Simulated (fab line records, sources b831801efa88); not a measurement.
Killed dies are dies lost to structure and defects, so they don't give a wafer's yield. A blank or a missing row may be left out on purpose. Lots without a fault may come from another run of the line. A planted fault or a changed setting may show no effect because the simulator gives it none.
A struck lot beside a sound one | flow gf180mcu | 18 steps out of a route of 602
Sound: wafers L763.1, L763.4, L763.6. Struck: wafers L767.4, L767.5, L767.6. The cause comes at the end.
At each step with rows: each side's tool, then ch and its chambers, then its first start. Under that, the readings that differ: sound wafers | struck wafers | difference of the means | sigmas: that difference in standard deviations of wafers without a fault.
alike: readings whose means differ by less than 2 such deviations, and words and numbers that are the same on both sides. not compared: withheld readings, readings that some wafer has no value for, bounds like >300 that may hide the same value, and numbers for which the record gives no deviation and whose values overlap.
The two part at a step that has a row with sigmas, a row that says differs or no value, or rows on one side only. Numbers that don't overlap but have no deviation are shown without sigmas and don't part them. A reading that every wafer of one side lacks parts them only if that side has two wafers or more.

GF_POLY_GATE_OVL_MEAS_11:
  sound on overlay-01, day 9 02:25; struck on overlay-02, day 10 17:51
  reading            | sound | struck    | difference | sigmas
  POLY_GATE_OVL (nm) | 3 2 0 | -3 -13 -6 | -9         | -2
GF_POLY_GATE_ETCH_12: etches BARC in N2/H2.
  sound on rie_diel-02 ch 1,2, day 9 02:27; struck on rie_diel-02 ch 0,2,3, day 10 17:52
  alike: drypump_motor_current_A, oes_product_au, throttle_valve_pct
GF_POLY_GATE_ETCH_13: etches poly-Si in HBr/Cl2, stops on SiO2, target depth 198.5 nm, time 69.6 s.
  sound on rie_si-01 ch 0,1,2, day 9 02:30; struck on rie_si-01 ch 1,2,3, day 10 17:57
  alike: drypump_motor_current_A, oes_product_au, throttle_valve_pct
  not compared: rf_hours_counter_h
GF_POLY_GATE_STRIP_14: strips in O2/N2.
  sound on plasma_asher-02 ch 0,1, day 9 02:33; struck on plasma_asher-03 ch 0,1, day 10 18:01
  alike: drypump_motor_current_A, heater_power_w, oes_product_au
  not compared: rf_hours_counter_h
then, 2 steps without rows for these wafers: GF_POLY_GATE_CLEAN_15 (cleans in SC1/SC2, time 150 s); GF_POLY_GATE_OXIDATION_16 (stabilise 600 s, purge 300 s, target thk 4 nm).
GF_POLY_GATE_THK_MEAS_17:
  sound on film_metro-04, day 9 06:45; struck on film_metro-02, day 10 19:58
  alike: POLY_GATE_OXIDATION_THK
GF_POLY_GATE_CD_MEAS_18:
  sound on cd_sem-01, day 9 07:09; struck on cd_sem-01, day 10 20:05
  alike: cd_nm
then, 4 steps without rows for these wafers: GF_HV_LDD_DEHYDRATE_00 (time 60 s); GF_HV_LDD_HMDS_01 (prime time 60 s); GF_HV_LDD_COAT_02 (resist thk 1000 nm); GF_HV_LDD_SOFTBAKE_03 (time 60 s).
GF_HV_LDD_EXPOSE_04: exposes mask Nplus LV AREA, target cd 400 nm.
  sound on iline_stepper-01 ch 0, day 9 16:07; struck on iline_stepper-01 ch 0, day 11 05:34
  reading                        | sound             | struck      | difference | sigmas
  model.HV_LDD.overlay_x_nm (nm) | -1.22 -1.22 -1.22 | 162 162 162 | +163       |
  alike: mask
then, 2 steps without rows for these wafers: GF_HV_LDD_PEB_05; GF_HV_LDD_DEVELOP_06 (develop time 60 s).
GF_HV_LDD_CD_MEAS_07: target cd 400 nm.
  sound on cd_sem-01, day 9 23:29; struck on cd_sem-01, day 11 14:53
  alike: cd_nm
GF_HV_LDD_OVL_MEAS_08:
  sound on overlay-01, day 9 23:36; struck on overlay-02, day 11 15:10
  reading         | sound          | struck            | difference | sigmas
  HV_LDD_OVL (nm) | -1.0 -1.3 -0.4 | 161.6 161.9 162.4 | +162.9     | +99 or more
  not compared: hold
GF_PASSIVATION_PROBE_99:
  the record has rows for the sound wafers here (prober-01, day 28 23:14) and none for the struck ones

WHERE THEY PART
First at GF_POLY_GATE_OVL_MEAS_11; last, within this record, at GF_PASSIVATION_PROBE_99.

WHY: what the simulator had put in
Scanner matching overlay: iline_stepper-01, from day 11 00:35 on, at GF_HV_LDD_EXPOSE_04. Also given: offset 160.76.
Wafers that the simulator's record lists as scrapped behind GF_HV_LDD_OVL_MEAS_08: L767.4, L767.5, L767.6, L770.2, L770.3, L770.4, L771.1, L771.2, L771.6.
